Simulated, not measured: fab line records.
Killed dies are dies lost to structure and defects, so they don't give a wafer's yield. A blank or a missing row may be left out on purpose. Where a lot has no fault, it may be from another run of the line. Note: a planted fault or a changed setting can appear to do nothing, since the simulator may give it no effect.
Struck lot and sound lot, side by side	flow gf180mcu	14 steps out of a route of 602
Sound: wafers L840.2, L840.3, L840.5. Wafers L835.3, L835.4, L835.5 were the ones struck. At the end, the cause is stated.
At each step with rows: each side's tool, then ch and its chambers, then its first start. Under that, the readings that differ: sound wafers	struck wafers	difference of the means	sigmas: that difference in standard deviations of wafers without a fault.
alike: readings with means less than 2 such deviations apart, plus words and numbers identical on both sides. not compared: withheld readings, readings lacking a value on some wafer, bounds such as >300 that could conceal the same value, and numbers that have no deviation in the record and whose values overlap.
A row with sigmas, a row that says differs or no value, or rows on one side alone: a step with any of these is where the two part. Numbers that don't overlap but have no deviation are shown without sigmas and don't part them. A reading that every wafer of one side lacks parts them only if that side has two wafers or more.

GF_TOP_METAL_SPUTTER_01: material TiN, target thk 30 nm, time 25 s.
  sound on pvd-sputter-04, day 32 21:56; struck on pvd-sputter-03, day 31 14:58
  alike: throttle-valve-pct
GF_TOP_METAL_SPUTTER_02: material AlCu, target thk 900 nm, time 47.82 s.
  sound on pvd-sputter-04, day 32 21:58; struck on pvd-sputter-03, day 31 15:00
  alike: throttle-valve-pct
GF_TOP_METAL_SPUTTER_03: material Ti, target thk 5 nm, time 3.3 s.
  sound on pvd-sputter-04, day 32 22:01; struck on pvd-sputter-03, day 31 15:02
  alike: throttle-valve-pct
GF_TOP_METAL_SPUTTER_04: material TiN, target thk 25 nm, time 20.8 s.
  sound on pvd-sputter-04, day 32 22:01; struck on pvd-sputter-03, day 31 15:04
  alike: throttle-valve-pct
GF_TOP_METAL_RS_MEAS_05: measurement is done with a four-point probe.
  sound on film-metro-03, day 32 22:04; struck on film-metro-02, day 31 15:08
  alike: TOP_METAL_ALCU_RS
GF_TOP_METAL_THK_MEAS_06: measures by xrf.
  sound on film-metro-03, day 32 22:11; struck on film-metro-02, day 31 15:14
  alike: TOP_METAL_ALCU_THK
then, 6 steps without rows for these wafers: GF_TOP_METAL_DEHYDRATE_07 (time 60 s); GF_TOP_METAL_HMDS_08 (prime time 60 s); GF_TOP_METAL_COAT_09 (resist thk 1500 nm); GF_TOP_METAL_SOFTBAKE_10 (time 60 s); GF_TOP_METAL_EXPOSE_11 (exposes mask MetalTop, target cd 440 nm); GF_TOP_METAL_PEB_12.
GF_TOP_METAL_DEVELOP_13: develop time 60 s.
  sound on litho-track-02 ch 0, day 33 12:23; struck on litho-track-03, day 32 07:02
  no value came back on the struck wafers for chill-plate-temp-C (C), develop-time-s (s), resist-line-temp-C (C); on the sound wafers chill-plate-temp-C (C) reads 23.21 23.32 23.04
GF_TOP_METAL_CD_MEAS_14: the cd target is 440 nm.
  sound on cd-sem-01, day 33 12:31; struck on cd-sem-02, day 32 07:11
reading	sound	struck	difference	sigmas
cd-nm (nm)	438.2 439.5 440.3	- - -	no value on the struck wafers	

WHERE THEY PART
At GF_TOP_METAL_DEVELOP_13 first; at GF_TOP_METAL_CD_MEAS_14 last (within this record only).

WHY: the cause the simulator had injected
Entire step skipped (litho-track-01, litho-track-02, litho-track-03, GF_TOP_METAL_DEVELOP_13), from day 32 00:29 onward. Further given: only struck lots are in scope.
